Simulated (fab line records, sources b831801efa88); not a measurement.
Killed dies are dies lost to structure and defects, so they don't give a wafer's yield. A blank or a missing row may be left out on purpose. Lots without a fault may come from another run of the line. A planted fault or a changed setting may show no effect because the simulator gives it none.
fab line records | flow gf180mcu | part 2 of 2: steps 28 to 37 of 37
record lots=5 wafers=15 last_day=34
route steps=602 shown M5@532 V5@540 TOP_METAL@567
lots that met no fault: from a run of the same line without faults
start_h: hours from the record's first day to the start of the lot's first wafer shown | wait_h: hours since the lot's step before | " the same as in the row above | L1.1+2: a row that stands for several wafers | - no value, or no start given | * or withheld: withheld | < > ~ a bound
route shown NAME@n: a module of which the file shows steps, and the number in the route of the first | usual: mean/standard deviation of fault-free wafers | same: alike in all rows | chamber/n: place in a boat | sites: the reading at each site | _std_site: their standard deviation | _edge_site: outer sites' mean less inner sites' | radius_mm: how far each site lies from the wafer's centre | mask NAME#n: copy n | behind: the tool/chamber that last shaped the wafer | hold: why the lot was held/for how many hours/how that ended | device: the transistor (n, p or np) that didn't switch | end of line: the same wafers' tests at the end of the route | a step without rows: its recipe alone | killed: dies lost to structure and defects at the first sort, not the wafer's yield | map: a wafer's dies, x killed, . not, _ none there
set.NAME: the setting as run; set.NAME@STEP: as run at that earlier step | model.NAME: the simulator's own value behind a step, which no gauge read
lots at some steps of the route; a table a step, a row a wafer
services: from which hour (start_h, from the record's first day; less than 0 if before it) a tool's chamber was out of use, for how many hours, and why
## steps
# step GF_V5_STRIP_19
# recipe chemistry=post_etch_residue_remover time_s=1200 temp_c=72.5
# columns lot.wafer tool chamber start_h wait_h
L074.2+4+6 wet_bench-04 1 628.78 0.1
L080.1+5+6 wet_bench-03 1 672.60 0.1
L087.3+5+6 wet_bench-03 2 725.70 0.0
L093.2+5+6 wet_bench-03 2 759.79 0.1
L095.1+2+3 wet_bench-04 1 768.78 0.1
# step GF_V5_CLEAN_20
# recipe chemistry=DIW dry=n2_spin
# columns lot.wafer tool chamber start_h wait_h
L074.2+4+6 wet_bench-02 1 629.16 0.0
L080.1+5+6 wet_bench-02 2 672.94 0.0
L087.3+5+6 wet_bench-04 2 726.04 0.0
L093.2+5+6 wet_bench-04 0 760.24 0.0
L095.1+2+3 wet_bench-04 1 769.12 0.0
# step GF_V5_SPUTTER_21
# recipe material=Ti target_thk_nm=15 chamber_pressure_pa=5 power_w=2500 substrate_temp_c=200 time_s=80.02
# usual throttle_valve_pct=29.8/0.72
# columns lot.wafer tool chamber start_h wait_h throttle_valve_pct
L074.2 pvd_sputter-03 - 629.25 0.0 29.8
L074.4 " - " " 30.0
L074.6 " - " " 30.1
L080.1 pvd_sputter-04 - 673.04 0.0 29.9
L080.5 " - " " 30.5
L080.6 " - " " 29.9
L087.3 pvd_sputter-02 - 726.13 0.0 30.2
L087.5 " - " " 28.9
L087.6 " - " " 29.0
L093.2 pvd_sputter-04 - 760.33 0.0 30.1
L093.5 " - " " 30.4
L093.6 " - " " 30.1
L095.1 pvd_sputter-03 - 769.21 0.0 29.0
L095.2 " - " " 28.6
L095.3 " - " " 29.7
# step GF_V5_SPUTTER_22
# recipe material=TiN target_thk_nm=10 chamber_pressure_pa=5 power_w=4000 time_s=40
# usual throttle_valve_pct=29.9/0.69
# columns lot.wafer tool chamber start_h wait_h throttle_valve_pct
L074.2 pvd_sputter-03 - 629.31 0.0 29.4
L074.4 " - " " 30.2
L074.6 " - " " 30.3
L080.1 pvd_sputter-04 - 673.10 0.0 29.8
L080.5 " - " " 30.5
L080.6 " - " " 29.8
L087.3 pvd_sputter-02 - 726.20 0.0 30.0
L087.5 " - " " 29.2
L087.6 " - " " 29.2
L093.2 pvd_sputter-04 - 760.39 0.0 29.9
L093.5 " - " " 30.5
L093.6 " - " " 29.9
L095.1 pvd_sputter-03 - 769.28 0.0 28.9
L095.2 " - " " 28.7
L095.3 " - " " 29.6
# step GF_V5_CVD_23
# recipe material=W target_thk_nm=350 time_s=104.9 temp_c=400 pressure_torr=40
# usual heater_power_w=897/80
# columns lot.wafer tool chamber start_h wait_h heater_power_w since_wet_clean_h
L074.2 cvd_w-02 1 629.35 0.0 789 225
L074.4 " 1 " " 798 -
L074.6 " 0 " " 944 -
L080.1 cvd_w-02 0 673.14 0.0 958 269
L080.5 " 1 " " 795 -
L080.6 " 0 " " 966 -
L087.3 cvd_w-02 0 726.27 0.1 913 -
L087.5 " 0 " " 968 -
L087.6 " 1 " " 802 -
L093.2 cvd_w-02 1 760.43 0.0 791 356
L093.5 " 0 " " 966 -
L093.6 " 1 " " 777 -
L095.1 cvd_w-01 1 769.31 0.0 847 865
L095.2 " 0 " " 991 865
L095.3 " 1 " " 852 -
# step GF_V5_RS_MEAS_24
# recipe thk_meas_gauge=four-point-probe reads=W_of_V5_CVD_23+TiN_of_V5_SPUTTER_22+Ti_of_V5_SPUTTER_21
# usual V5_W_RS=0.328/0.0041
# columns lot.wafer tool chamber start_h wait_h V5_W_RS[ohm/sq]
L074.2 film_metro-02 - 629.48 0.1 0.324
L074.4 " - " " 0.321
L074.6 " - " " 0.331
L080.1 film_metro-02 - 673.26 0.1 0.336
L080.5 " - " " 0.328
L080.6 " - " " 0.331
L087.3 film_metro-03 - 726.39 0.1 0.331
L087.5 " - " " 0.330
L087.6 " - " " 0.327
L093.2 film_metro-04 - 760.56 0.1 0.330
L093.5 " - " " 0.328
L093.6 " - " " 0.327
L095.1 film_metro-02 - 769.43 0.1 0.327
L095.2 " - " " 0.326
L095.3 " - " " 0.331
# step GF_V5_THK_MEAS_25
# recipe thk_meas_gauge=xrf reads=W_of_V5_CVD_23
# usual V5_W_THK=348/5.6
# columns lot.wafer tool chamber start_h wait_h V5_W_THK[nm]
L074.2 film_metro-02 - 629.59 0.1 353
L074.4 " - " " 356
L074.6 " - " " 348
L080.1 film_metro-02 - 673.38 0.1 340
L080.5 " - " " 348
L080.6 " - " " 344
L087.3 film_metro-03 - 726.49 0.1 346
L087.5 " - " " 348
L087.6 " - " " 350
L093.2 film_metro-04 - 760.67 0.1 338
L093.5 " - " " 342
L093.6 " - " " 342
L095.1 film_metro-02 - 769.55 0.1 350
L095.2 " - " " 351
L095.3 " - " " 347
# step GF_V5_CMP_26
# recipe stop_on=SiO2 down_force_psi=3.5 platen_rpm=60 t_overpolish_s=15 target_thk_nm=0 pad_velocity_m_s=0.94248
# usual motor_current_A=11.5/1.6 overpolish_run_s=15.000/0.0092 platen_rpm=60.00/0.04 slurry_flow_ml_min=150.1/0.51 time_to_endpoint_s=85/4.7
# columns lot.wafer tool chamber start_h wait_h motor_current_A overpolish_run_s platen_rpm slurry_flow_ml_min time_to_endpoint_s
L074.4 cmp-02 2 629.74 0.1 11.1 14.994 60.05 150.4 92
L074.2 " 3 " " 13.2 15.018 60.08 149.9 89
L074.6 " 0 " " 13.1 15.014 60.03 149.5 88
L080.1 cmp-01 0 673.75 0.4 11.4 15.002 60.07 149.3 83
L080.6 " 2 " " 9.7 15.001 60.06 150.1 92
L080.5 " 3 " " 9.3 14.996 59.93 150.0 87
L087.3 cmp-02 1 726.68 0.2 14.0 14.991 60.00 149.7 83
L087.6 " 2 " " 10.4 14.993 60.02 150.8 94
L087.5 " 3 " " 12.9 15.002 60.00 148.8 86
L093.2 cmp-01 0 760.77 0.1 11.0 15.013 60.06 149.6 81
L093.6 " 3 " " 9.7 15.001 60.10 150.0 83
L093.5 " 0 " " 11.5 14.994 60.02 149.7 83
L095.3 cmp-02 3 770.76 1.2 13.1 14.999 60.07 150.9 87
L095.2 " 0 " " 12.9 15.005 59.94 150.0 87
L095.1 " 1 " " 13.6 14.978 59.98 151.0 81
# step GF_TOP_METAL_SPUTTER_00
# recipe material=Ti target_thk_nm=37.5 arriving_ion_energy_ev=80 substrate_temp_c=200 chamber_pressure_pa=2 power_w=4000 time_s=150
# usual throttle_valve_pct=29.9/0.65
# columns lot.wafer tool chamber start_h wait_h throttle_valve_pct
L074.2 pvd_sputter-04 - 629.94 0.1 29.9
L074.4 " - " " 30.9
L074.6 " - " " 30.1
L080.1 pvd_sputter-01 - 673.95 0.1 29.9
L080.5 " - " " 29.1
L080.6 " - " " 30.8
L087.3 pvd_sputter-02 - 726.83 0.1 30.2
L087.5 " - " " 28.7
L087.6 " - " " 30.1
L093.2 pvd_sputter-02 - 761.02 0.2 30.2
L093.5 " - " " 29.1
L093.6 " - " " 31.0
L095.1 pvd_sputter-02 - 771.06 0.1 29.5
L095.2 " - " " 28.9
L095.3 " - " " 30.2
# step GF_TOP_METAL_SPUTTER_01
# recipe material=TiN target_thk_nm=30 power_w=6500 time_s=25 chamber_pressure_pa=0.4
# usual throttle_valve_pct=29.9/0.61
# columns lot.wafer tool chamber start_h wait_h throttle_valve_pct
L074.2 pvd_sputter-04 - 630.04 0.1 29.5
L074.4 " - " " 31.2
L074.6 " - " " 30.4
L080.1 pvd_sputter-01 - 674.05 0.1 29.8
L080.5 " - " " 29.2
L080.6 " - " " 30.5
L087.3 pvd_sputter-02 - 726.93 0.1 30.2
L087.5 " - " " 28.9
L087.6 " - " " 30.3
L093.2 pvd_sputter-02 - 761.12 0.1 30.0
L093.5 " - " " 28.9
L093.6 " - " " 30.9
L095.1 pvd_sputter-02 - 771.16 0.1 29.2
L095.2 " - " " 28.9
L095.3 " - " " 30.2
## services
# columns tool chamber start_h hours kind
krf_scanner-02 - 592.12 1.0 pm
pvd_sputter-02 - 593.36 6.3 repair
rie_diel-01 0 610.43 11.1 repair
rie_diel-02 2 615.65 2.7 repair
rie_diel-02 0 625.56 10.0 repair
pvd_sputter-02 - 648.42 3.8 repair
rie_diel-01 2 649.44 34.0 repair
pvd_sputter-04 - 653.34 5.0 repair
cmp-02 - 668.62 0.6 repair
rie_diel-01 - 671.74 0.9 repair
cmp-02 - 677.04 3.2 repair
rie_diel-01 0 706.52 30.3 repair
rie_diel-01 1 716.87 5.7 repair
cmp-02 - 718.58 4.1 pm
cmp-01 - 720.70 0.6 repair
pvd_sputter-02 - 721.56 1.1 repair
cmp-01 - 724.79 1.0 repair
rie_diel-01 - 730.21 2.8 pm
cmp-02 - 742.96 0.6 repair
cmp-02 - 746.73 4.0 pm
rie_diel-02 1 749.35 3.3 repair
cmp-02 - 754.57 0.4 repair
cmp-02 - 761.81 3.0 repair
cmp-01 - 764.88 6.3 pm
